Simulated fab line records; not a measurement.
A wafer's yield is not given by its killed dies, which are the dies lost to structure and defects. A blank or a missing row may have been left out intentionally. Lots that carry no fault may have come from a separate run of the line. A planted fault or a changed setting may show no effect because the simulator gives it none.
One fault seen from 2 desks | flow gf180mcu | every desk sees just its own numbers, and what lay behind them comes last

## FOR THE TOOL OWNER'S DESK: rtp anneal-01
At GF_PSD_RTA_13 (time 20 s), the tool's own readings, given per lot that ran on this tool as the mean of the sampled wafers with a number. The brackets show how far a lot's mean lies from the usual mean; more than 4 standard deviations puts the lot out of limits, marked OUT.
Columns: A = lamp power pct at GF_PSD_RTA_13, usual 33.8 %; B = wafer_temp_C_max at GF_PSD_RTA_13, usual 1030.7
lot  | first seen here | A    | B
L544 | day 14 00:51    | 35.8 | 1032.1
L546 | day 14 23:16    | 35.8 | 1030.2
L547 | day 15 02:28    | 35.8 | 1030.4
L548 | day 15 16:54    | 35.8 | 1031.7
L551 | day 16 21:00    | 35.8 | 1030.5
L557 | day 18 21:03    | 37.8 | 1052.1 (+18) OUT
L559 | day 19 16:14    | 37.7 | 1050.4 (+16) OUT
L560 | day 19 20:23    | 37.8 | 1051.1 (+17) OUT
L566 | day 21 23:43    | 35.8 | 1031.1
Finding of this desk: L557, L559, L560 out of limits; the first was L557 at day 18 21:03, on wafer_temp_C_max at GF_PSD_RTA_13. L544, L546, L547, L548, L551, L566 stayed within limits.

## FROM THE METROLOGY DESK
What the gauges read, lot by lot, whatever tool the lot ran on: means of the sampled wafers that have a number. The brackets show how far a lot's mean lies from the usual mean; more than 4 standard deviations puts the lot out of limits, marked OUT.
Columns: A = NSD_RS at GF_PSD_RS_MEAS_14, usual 46.16 ohm/sq; B = PSD_RS at GF_PSD_RS_MEAS_15, usual 108.67 ohm/sq; C = SAB_OVL at GF_SAB_OVL_MEAS_10, usual 0.1 nm; D = M1_ALCU_RS at GF_M1_RS_MEAS_05, usual 0.0685 ohm/sq; E = V1_CVD_02_THK at GF_V1_THK_MEAS_03, usual 853 nm
lot  | first seen here | A               | B               | C    | D      | E
L544 | day 14 00:57    | 46.14           | 108.34          | 2.9  | 0.0685 | 860
L545 | day 14 15:04    | 46.06           | 108.55          | -1.5 | 0.0680 | 863
L546 | day 14 23:22    | 46.16           | 108.45          | -0.4 | 0.0681 | 855
L547 | day 15 02:32    | 46.07           | 108.65          | 0.8  | 0.0688 | 839
L548 | day 15 16:59    | 46.07           | 108.41          | -0.3 | 0.0689 | 864
L551 | day 16 21:05    | 46.24           | 108.45          | -1.7 | 0.0680 | 863
L557 | day 18 21:08    | 43.17 (-35) OUT | 99.84 (-32) OUT | -0.2 | 0.0682 | 857
L559 | day 19 16:19    | 43.12 (-36) OUT | 99.81 (-32) OUT | 0.1  | 0.0681 | 853
L560 | day 19 20:28    | 43.16 (-35) OUT | 99.73 (-32) OUT | 1.2  | 0.0691 | 855
L562 | day 20 13:14    | 46.30           | 109.24          | -0.9 | 0.0689 | 861
L565 | day 21 12:20    | 46.24           | 108.70          | -1.5 | 0.0687 | 839
L566 | day 21 23:49    | 46.16           | 109.03          | 2.6  | 0.0682 | 840
L567 | day 22 06:17    | 46.24           | 108.89          | 0.1  | 0.0685 | 859
Finding of this desk: L557, L559, L560 out of limits, first seen on L557 at day 18 21:08 (NSD_RS at GF_PSD_RS_MEAS_14). L544, L545, L546, L547, L548, L551, L562, L565, L566, L567 stayed within limits.

## TAKEN TOGETHER
The tool owner's desk could have raised an alarm at day 18 21:03, on L557, L559, L560.
The metrology desk could have raised an alarm at day 18 21:08, on L557, L559, L560.
The lots listed all ran GF_PSD_RTA_13 on rtp anneal-01.

## WHAT THE SIMULATOR HAD INSERTED
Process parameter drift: rtp anneal-01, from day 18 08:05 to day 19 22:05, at GF_PSD_RTA_13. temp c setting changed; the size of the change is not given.
Lots struck among those shown: L557, L559, L560.
Counting hours from when the fault started, the first reading out of limits came at 13 for the tool owner's desk and at 13 for the metrology desk.
